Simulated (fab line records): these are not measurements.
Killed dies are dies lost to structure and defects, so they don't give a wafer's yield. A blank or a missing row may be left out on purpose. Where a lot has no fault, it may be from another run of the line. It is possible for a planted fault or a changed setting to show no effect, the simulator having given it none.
Which tool did it? || flow sky130 || Sampling: 24 lots, 72 wafers, 4 of 708 route steps

== WHAT THE GAUGES READ, wafer by wafer ==
SKY_CAP2M_RS_MEAS_03: the measuring method here is four-point-probe. Usual: for CAP2M_TIN_RS the level is 6.76 ohm/sq and the standard deviation is 0.093.
{"lot": "L074", "measured": "day 40 16:34", "on": "filmMetro-03", "CAP2M_TIN_RS (ohm/sq)": "6.78 6.81 6.77", "flag": ""}
{"lot": "L075", "measured": "day 40 17:29", "on": "filmMetro-02", "CAP2M_TIN_RS (ohm/sq)": "6.75 6.70 6.81", "flag": ""}
{"lot": "L077", "measured": "day 40 18:05", "on": "filmMetro-01", "CAP2M_TIN_RS (ohm/sq)": "6.87 6.69 6.84", "flag": ""}
{"lot": "L076", "measured": "day 40 19:34", "on": "filmMetro-02", "CAP2M_TIN_RS (ohm/sq)": "6.84 6.89 6.93", "flag": ""}
{"lot": "L078", "measured": "day 42 12:54", "on": "filmMetro-01", "CAP2M_TIN_RS (ohm/sq)": "6.79 6.69 6.80", "flag": ""}
{"lot": "L079", "measured": "day 42 13:11", "on": "filmMetro-03", "CAP2M_TIN_RS (ohm/sq)": "6.76 6.95 6.83", "flag": ""}
{"lot": "L080", "measured": "day 42 15:53", "on": "filmMetro-02", "CAP2M_TIN_RS (ohm/sq)": "6.75 6.61 6.75", "flag": ""}
{"lot": "L081", "measured": "day 42 14:43", "on": "filmMetro-03", "CAP2M_TIN_RS (ohm/sq)": "6.71 6.81 6.80", "flag": ""}
{"lot": "L082", "measured": "day 42 16:14", "on": "filmMetro-02", "CAP2M_TIN_RS (ohm/sq)": "6.77 6.87 6.62", "flag": ""}
{"lot": "L084", "measured": "day 42 22:04", "on": "filmMetro-01", "CAP2M_TIN_RS (ohm/sq)": "6.63 6.74 6.59", "flag": ""}
{"lot": "L083", "measured": "day 42 23:55", "on": "filmMetro-02", "CAP2M_TIN_RS (ohm/sq)": "6.73 6.67 6.77", "flag": ""}
{"lot": "L085", "measured": "day 43 01:02", "on": "filmMetro-01", "CAP2M_TIN_RS (ohm/sq)": "6.70 6.67 6.57", "flag": ""}
{"lot": "L086", "measured": "day 43 02:12", "on": "filmMetro-01", "CAP2M_TIN_RS (ohm/sq)": "6.68 6.73 6.74", "flag": ""}
{"lot": "L087", "measured": "day 43 11:14", "on": "filmMetro-01", "CAP2M_TIN_RS (ohm/sq)": "6.69 6.83 6.72", "flag": ""}
{"lot": "L088", "measured": "day 43 21:12", "on": "filmMetro-03", "CAP2M_TIN_RS (ohm/sq)": "6.75 6.74 6.81", "flag": ""}
{"lot": "L089", "measured": "day 43 22:05", "on": "filmMetro-02", "CAP2M_TIN_RS (ohm/sq)": "6.83 6.74 6.86", "flag": ""}
{"lot": "L090", "measured": "day 44 12:12", "on": "filmMetro-02", "CAP2M_TIN_RS (ohm/sq)": "6.79 6.73 6.81", "flag": ""}
{"lot": "L091", "measured": "day 44 14:50", "on": "filmMetro-03", "CAP2M_TIN_RS (ohm/sq)": "6.89 6.87 6.74", "flag": ""}
{"lot": "L092", "measured": "day 44 19:30", "on": "filmMetro-01", "CAP2M_TIN_RS (ohm/sq)": "6.89 6.71 6.73", "flag": ""}
{"lot": "L093", "measured": "day 45 08:11", "on": "filmMetro-01", "CAP2M_TIN_RS (ohm/sq)": "6.73 6.75 6.84", "flag": ""}
{"lot": "L094", "measured": "day 45 11:46", "on": "filmMetro-02", "CAP2M_TIN_RS (ohm/sq)": "6.75 6.70 6.79", "flag": ""}
{"lot": "L095", "measured": "day 45 21:10", "on": "filmMetro-02", "CAP2M_TIN_RS (ohm/sq)": "6.73 6.58 6.92", "flag": ""}
{"lot": "L096", "measured": "day 45 22:33", "on": "filmMetro-03", "CAP2M_TIN_RS (ohm/sq)": "6.71 6.71 6.76", "flag": ""}
{"lot": "L097", "measured": "day 46 04:14", "on": "filmMetro-01", "CAP2M_TIN_RS (ohm/sq)": "6.64 6.67 6.70", "flag": ""}

SKY_CAP2M_OVL_MEAS_12. Usual: for CAP2M_OVL the level is -0.3 nm and the standard deviation is 1.2.
{"lot": "L074", "measured": "day 41 16:50", "on": "overlay-01", "CAP2M_OVL (nm)": "1.3 0.8 0.6", "flag": ""}
{"lot": "L075", "measured": "day 41 17:25", "on": "overlay-02", "CAP2M_OVL (nm)": "-0.6 -1.1 -0.9", "flag": ""}
{"lot": "L077", "measured": "day 41 17:44", "on": "overlay-02", "CAP2M_OVL (nm)": "-1.5 0.0 -0.5", "flag": ""}
{"lot": "L076", "measured": "day 41 19:11", "on": "overlay-02", "CAP2M_OVL (nm)": "-1.4 -0.6 -2.5", "flag": ""}
{"lot": "L078", "measured": "day 43 11:43", "on": "overlay-01", "CAP2M_OVL (nm)": "-0.1 -0.6 0.5", "flag": ""}
{"lot": "L079", "measured": "day 43 11:55", "on": "overlay-02", "CAP2M_OVL (nm)": "-1.5 -0.4 0.3", "flag": ""}
{"lot": "L080", "measured": "day 43 13:34", "on": "overlay-01", "CAP2M_OVL (nm)": "-0.2 0.9 1.5", "flag": ""}
{"lot": "L081", "measured": "day 43 12:40", "on": "overlay-02", "CAP2M_OVL (nm)": "1.0 1.4 2.3", "flag": ""}
{"lot": "L082", "measured": "day 43 14:31", "on": "overlay-01", "CAP2M_OVL (nm)": "-1.0 -2.9 -2.5", "flag": ""}
{"lot": "L084", "measured": "day 43 20:08", "on": "overlay-02", "CAP2M_OVL (nm)": "-1.5 -2.8 -2.0", "flag": ""}
{"lot": "L083", "measured": "day 43 22:26", "on": "overlay-01", "CAP2M_OVL (nm)": "-2.3 -1.1 -0.7", "flag": ""}
{"lot": "L085", "measured": "day 43 22:37", "on": "overlay-02", "CAP2M_OVL (nm)": "-0.8 0.2 -0.9", "flag": ""}
{"lot": "L086", "measured": "day 43 23:32", "on": "overlay-01", "CAP2M_OVL (nm)": "-0.5 0.0 -1.5", "flag": ""}
{"lot": "L087", "measured": "day 44 09:20", "on": "overlay-01", "CAP2M_OVL (nm)": "-0.9 0.7 -1.0", "flag": ""}
{"lot": "L088", "measured": "day 44 19:19", "on": "overlay-01", "CAP2M_OVL (nm)": "1.8 1.7 1.5", "flag": ""}
{"lot": "L089", "measured": "day 44 20:34", "on": "overlay-02", "CAP2M_OVL (nm)": "-2.3 -1.6 -2.1", "flag": ""}
{"lot": "L090", "measured": "day 45 10:19", "on": "overlay-01", "CAP2M_OVL (nm)": "-0.6 -0.2 -0.4", "flag": ""}
{"lot": "L091", "measured": "day 45 13:13", "on": "overlay-01", "CAP2M_OVL (nm)": "1.1 0.0 1.2", "flag": ""}
{"lot": "L092", "measured": "day 45 16:46", "on": "overlay-01", "CAP2M_OVL (nm)": "0.1 -0.4 -1.3", "flag": ""}
{"lot": "L093", "measured": "day 46 04:58", "on": "overlay-02", "CAP2M_OVL (nm)": "0.3 -1.7 -0.7", "flag": ""}
{"lot": "L094", "measured": "day 46 08:44", "on": "overlay-02", "CAP2M_OVL (nm)": "0.0 -1.6 -0.6", "flag": ""}
{"lot": "L095", "measured": "day 46 15:58", "on": "overlay-02", "CAP2M_OVL (nm)": "1.1 0.8 0.5", "flag": ""}
{"lot": "L096", "measured": "day 46 18:16", "on": "overlay-02", "CAP2M_OVL (nm)": "0.5 -0.3 0.5", "flag": ""}
{"lot": "L097", "measured": "day 47 00:01", "on": "overlay-01", "CAP2M_OVL (nm)": "0.9 0.8 1.1", "flag": ""}

== WHAT TOOL EACH LOT RAN ON (gives the tool, then ch and the chambers of the sampled wafers, and finally the start) ==
{"lot": "L074", "SKY_VIA1_CMP_24": "cmp-02 ch 0,2, day 35 01:08", "SKY_METAL3_SPUTTER_01": "pvdSputter-04, day 37 08:27"}
{"lot": "L075", "SKY_VIA1_CMP_24": "cmp-01 ch 0,2,3, day 35 03:23", "SKY_METAL3_SPUTTER_01": "pvdSputter-04, day 37 10:43"}
{"lot": "L077", "SKY_VIA1_CMP_24": "cmp-02 ch 1,2,3, day 35 04:29", "SKY_METAL3_SPUTTER_01": "pvdSputter-01, day 37 11:07"}
{"lot": "L076", "SKY_VIA1_CMP_24": "cmp-01 ch 1,2, day 35 05:17", "SKY_METAL3_SPUTTER_01": "pvdSputter-01, day 37 13:11"}
{"lot": "L078", "SKY_VIA1_CMP_24": "cmp-02 ch 0,1, day 37 01:24", "SKY_METAL3_SPUTTER_01": "pvdSputter-04, day 39 08:09"}
{"lot": "L079", "SKY_VIA1_CMP_24": "cmp-01 ch 0,1,3, day 37 02:26", "SKY_METAL3_SPUTTER_01": "pvdSputter-03, day 39 08:21"}
{"lot": "L080", "SKY_VIA1_CMP_24": "cmp-02 ch 0,1,3, day 37 02:41", "SKY_METAL3_SPUTTER_01": "pvdSputter-03, day 39 10:44"}
{"lot": "L081", "SKY_VIA1_CMP_24": "cmp-01 ch 0,1,2, day 37 03:32", "SKY_METAL3_SPUTTER_01": "pvdSputter-01, day 39 10:05"}
{"lot": "L082", "SKY_VIA1_CMP_24": "cmp-01 ch 0,2,3, day 37 04:47", "SKY_METAL3_SPUTTER_01": "pvdSputter-03, day 39 11:31"}
{"lot": "L084", "SKY_VIA1_CMP_24": "cmp-01 ch 1,3, day 37 11:14", "SKY_METAL3_SPUTTER_01": "pvdSputter-04, day 39 17:34"}
{"lot": "L083", "SKY_VIA1_CMP_24": "cmp-01 ch 0,3, day 37 14:17", "SKY_METAL3_SPUTTER_01": "pvdSputter-04, day 39 20:43"}
{"lot": "L085", "SKY_VIA1_CMP_24": "cmp-01 ch 0,2,3, day 37 15:05", "SKY_METAL3_SPUTTER_01": "pvdSputter-01, day 39 21:22"}
{"lot": "L086", "SKY_VIA1_CMP_24": "cmp-02 ch 0,3, day 37 15:47", "SKY_METAL3_SPUTTER_01": "pvdSputter-03, day 39 21:40"}
{"lot": "L087", "SKY_VIA1_CMP_24": "cmp-01 ch 0,3, day 38 02:17", "SKY_METAL3_SPUTTER_01": "pvdSputter-03, day 40 07:53"}
{"lot": "L088", "SKY_VIA1_CMP_24": "cmp-02 ch 0,1, day 38 14:50", "SKY_METAL3_SPUTTER_01": "pvdSputter-03, day 40 18:58"}
{"lot": "L089", "SKY_VIA1_CMP_24": "cmp-01 ch 0,2,3, day 38 16:41", "SKY_METAL3_SPUTTER_01": "pvdSputter-04, day 40 20:09"}
{"lot": "L090", "SKY_VIA1_CMP_24": "cmp-02 ch 1,2, day 39 06:57", "SKY_METAL3_SPUTTER_01": "pvdSputter-03, day 41 11:34"}
{"lot": "L091", "SKY_VIA1_CMP_24": "cmp-01 ch 1,2,3, day 39 11:22", "SKY_METAL3_SPUTTER_01": "pvdSputter-03, day 41 14:54"}
{"lot": "L092", "SKY_VIA1_CMP_24": "cmp-02 ch 0,1, day 39 14:29", "SKY_METAL3_SPUTTER_01": "pvdSputter-04, day 41 18:44"}
{"lot": "L093", "SKY_VIA1_CMP_24": "cmp-01 ch 0,1,2, day 40 06:22", "SKY_METAL3_SPUTTER_01": "pvdSputter-01, day 42 09:39"}
{"lot": "L094", "SKY_VIA1_CMP_24": "cmp-01 ch 0,2,3, day 40 07:44", "SKY_METAL3_SPUTTER_01": "pvdSputter-01, day 42 12:16"}
{"lot": "L095", "SKY_VIA1_CMP_24": "cmp-02 ch 0,2,3, day 40 18:11", "SKY_METAL3_SPUTTER_01": "pvdSputter-04, day 42 21:56"}
{"lot": "L096", "SKY_VIA1_CMP_24": "cmp-02 ch 0,1, day 40 22:11", "SKY_METAL3_SPUTTER_01": "pvdSputter-04, day 43 00:00"}
{"lot": "L097", "SKY_VIA1_CMP_24": "cmp-02 ch 0,1,3, day 41 03:52", "SKY_METAL3_SPUTTER_01": "pvdSputter-01, day 43 06:34"}
- SKY_VIA1_CMP_24: polishes, stops on SiO2, t overpolish 15 s, target thk 0 nm.
- SKY_METAL3_SPUTTER_01: material TiN, target thk 20 nm, time 16.7 s.

== WHAT THE TOOLS THEMSELVES READ (means of the sampled wafers that have a number; where no wafer has one, the mark that the record gives instead) ==
SKY_VIA1_CMP_24. Usual: motorCurrentA 11.1 A, standard deviation 1.3; overpolishRunS 15.000 s, standard deviation 0.0082; timeToEndpointS 64 s, standard deviation 3.4.
{"lot": "L074", "tool": "cmp-02", "motorCurrentA (A)": 10.6, "overpolishRunS (s)": 15.001, "timeToEndpointS (s)": 66, "flag": ""}
{"lot": "L075", "tool": "cmp-01", "motorCurrentA (A)": 11.9, "overpolishRunS (s)": 15.003, "timeToEndpointS (s)": 62, "flag": ""}
{"lot": "L077", "tool": "cmp-02", "motorCurrentA (A)": 10.0, "overpolishRunS (s)": 14.995, "timeToEndpointS (s)": 68, "flag": ""}
{"lot": "L076", "tool": "cmp-01", "motorCurrentA (A)": 12.0, "overpolishRunS (s)": 15.005, "timeToEndpointS (s)": 60, "flag": ""}
{"lot": "L078", "tool": "cmp-02", "motorCurrentA (A)": 10.1, "overpolishRunS (s)": 15.006, "timeToEndpointS (s)": 66, "flag": ""}
{"lot": "L079", "tool": "cmp-01", "motorCurrentA (A)": 11.5, "overpolishRunS (s)": 14.992, "timeToEndpointS (s)": 62, "flag": ""}
{"lot": "L080", "tool": "cmp-02", "motorCurrentA (A)": 9.5, "overpolishRunS (s)": 14.994, "timeToEndpointS (s)": 67, "flag": ""}
{"lot": "L081", "tool": "cmp-01", "motorCurrentA (A)": 11.3, "overpolishRunS (s)": 15.007, "timeToEndpointS (s)": 63, "flag": ""}
{"lot": "L082", "tool": "cmp-01", "motorCurrentA (A)": 11.5, "overpolishRunS (s)": 14.995, "timeToEndpointS (s)": 64, "flag": ""}
{"lot": "L084", "tool": "cmp-01", "motorCurrentA (A)": 12.6, "overpolishRunS (s)": 14.997, "timeToEndpointS (s)": 65, "flag": ""}
{"lot": "L083", "tool": "cmp-01", "motorCurrentA (A)": 12.6, "overpolishRunS (s)": 14.998, "timeToEndpointS (s)": 63, "flag": ""}
{"lot": "L085", "tool": "cmp-01", "motorCurrentA (A)": 12.1, "overpolishRunS (s)": 14.996, "timeToEndpointS (s)": 64, "flag": ""}
{"lot": "L086", "tool": "cmp-02", "motorCurrentA (A)": 10.5, "overpolishRunS (s)": 15.004, "timeToEndpointS (s)": 67, "flag": ""}
{"lot": "L087", "tool": "cmp-01", "motorCurrentA (A)": 12.6, "overpolishRunS (s)": 14.997, "timeToEndpointS (s)": 65, "flag": ""}
{"lot": "L088", "tool": "cmp-02", "motorCurrentA (A)": 10.0, "overpolishRunS (s)": 15.003, "timeToEndpointS (s)": 68, "flag": ""}
{"lot": "L089", "tool": "cmp-01", "motorCurrentA (A)": 12.1, "overpolishRunS (s)": 15.001, "timeToEndpointS (s)": 63, "flag": ""}
{"lot": "L090", "tool": "cmp-02", "motorCurrentA (A)": 9.5, "overpolishRunS (s)": 15.003, "timeToEndpointS (s)": 66, "flag": ""}
{"lot": "L091", "tool": "cmp-01", "motorCurrentA (A)": 12.1, "overpolishRunS (s)": 15.004, "timeToEndpointS (s)": 64, "flag": ""}
{"lot": "L092", "tool": "cmp-02", "motorCurrentA (A)": 10.0, "overpolishRunS (s)": 14.991, "timeToEndpointS (s)": 65, "flag": ""}
{"lot": "L093", "tool": "cmp-01", "motorCurrentA (A)": 11.5, "overpolishRunS (s)": 15.001, "timeToEndpointS (s)": 61, "flag": ""}
{"lot": "L094", "tool": "cmp-01", "motorCurrentA (A)": 12.0, "overpolishRunS (s)": 15.004, "timeToEndpointS (s)": 62, "flag": ""}
{"lot": "L095", "tool": "cmp-02", "motorCurrentA (A)": 10.6, "overpolishRunS (s)": 15.001, "timeToEndpointS (s)": 59, "flag": ""}
{"lot": "L096", "tool": "cmp-02", "motorCurrentA (A)": 9.8, "overpolishRunS (s)": 15.005, "timeToEndpointS (s)": 65, "flag": ""}
{"lot": "L097", "tool": "cmp-02", "motorCurrentA (A)": 10.1, "overpolishRunS (s)": 15.001, "timeToEndpointS (s)": 63, "flag": ""}

SKY_METAL3_SPUTTER_01. Usual: throttleValvePct reads 30.3 % (standard deviation 0.86).
{"lot": "L074", "tool": "pvdSputter-04", "throttleValvePct (%)": 29.3, "flag": ""}
{"lot": "L075", "tool": "pvdSputter-04", "throttleValvePct (%)": 30.7, "flag": ""}
{"lot": "L077", "tool": "pvdSputter-01", "throttleValvePct (%)": 30.0, "flag": ""}
{"lot": "L076", "tool": "pvdSputter-01", "throttleValvePct (%)": 30.0, "flag": ""}
{"lot": "L078", "tool": "pvdSputter-04", "throttleValvePct (%)": 30.9, "flag": ""}
{"lot": "L079", "tool": "pvdSputter-03", "throttleValvePct (%)": 29.8, "flag": ""}
{"lot": "L080", "tool": "pvdSputter-03", "throttleValvePct (%)": 30.0, "flag": ""}
{"lot": "L081", "tool": "pvdSputter-01", "throttleValvePct (%)": 30.0, "flag": ""}
{"lot": "L082", "tool": "pvdSputter-03", "throttleValvePct (%)": 30.4, "flag": ""}
{"lot": "L084", "tool": "pvdSputter-04", "throttleValvePct (%)": 29.9, "flag": ""}
{"lot": "L083", "tool": "pvdSputter-04", "throttleValvePct (%)": 30.4, "flag": ""}
{"lot": "L085", "tool": "pvdSputter-01", "throttleValvePct (%)": 30.2, "flag": ""}
{"lot": "L086", "tool": "pvdSputter-03", "throttleValvePct (%)": 30.4, "flag": ""}
{"lot": "L087", "tool": "pvdSputter-03", "throttleValvePct (%)": 30.1, "flag": ""}
{"lot": "L088", "tool": "pvdSputter-03", "throttleValvePct (%)": 30.4, "flag": ""}
{"lot": "L089", "tool": "pvdSputter-04", "throttleValvePct (%)": 30.4, "flag": ""}
{"lot": "L090", "tool": "pvdSputter-03", "throttleValvePct (%)": 29.7, "flag": ""}
{"lot": "L091", "tool": "pvdSputter-03", "throttleValvePct (%)": 29.7, "flag": ""}
{"lot": "L092", "tool": "pvdSputter-04", "throttleValvePct (%)": 30.3, "flag": ""}
{"lot": "L093", "tool": "pvdSputter-01", "throttleValvePct (%)": 30.7, "flag": ""}
{"lot": "L094", "tool": "pvdSputter-01", "throttleValvePct (%)": 30.8, "flag": ""}
{"lot": "L095", "tool": "pvdSputter-04", "throttleValvePct (%)": 31.3, "flag": ""}
{"lot": "L096", "tool": "pvdSputter-04", "throttleValvePct (%)": 30.1, "flag": ""}
{"lot": "L097", "tool": "pvdSputter-01", "throttleValvePct (%)": 30.2, "flag": ""}

== THE ANSWER, worked out from the rows above alone ==
Rule: a lot counts as off when the mean over its wafers that have a number is more than 3 standard deviations away from the usual mean. Also off: a lot with no number at a reading for which 4 or more lots have one. All remaining lots with rows at the step are treated as sound. Order of review: gauges by route order, followed by the tools' own readings, for which a lot's mean as printed above is used. At the first step where some lot is off, the reading lying furthest off is the one used; lots without a number count as furthest.
None of the lots is off at any reading shown; this tells nothing.

== WHAT WAS PUT IN BY THE SIMULATOR ==
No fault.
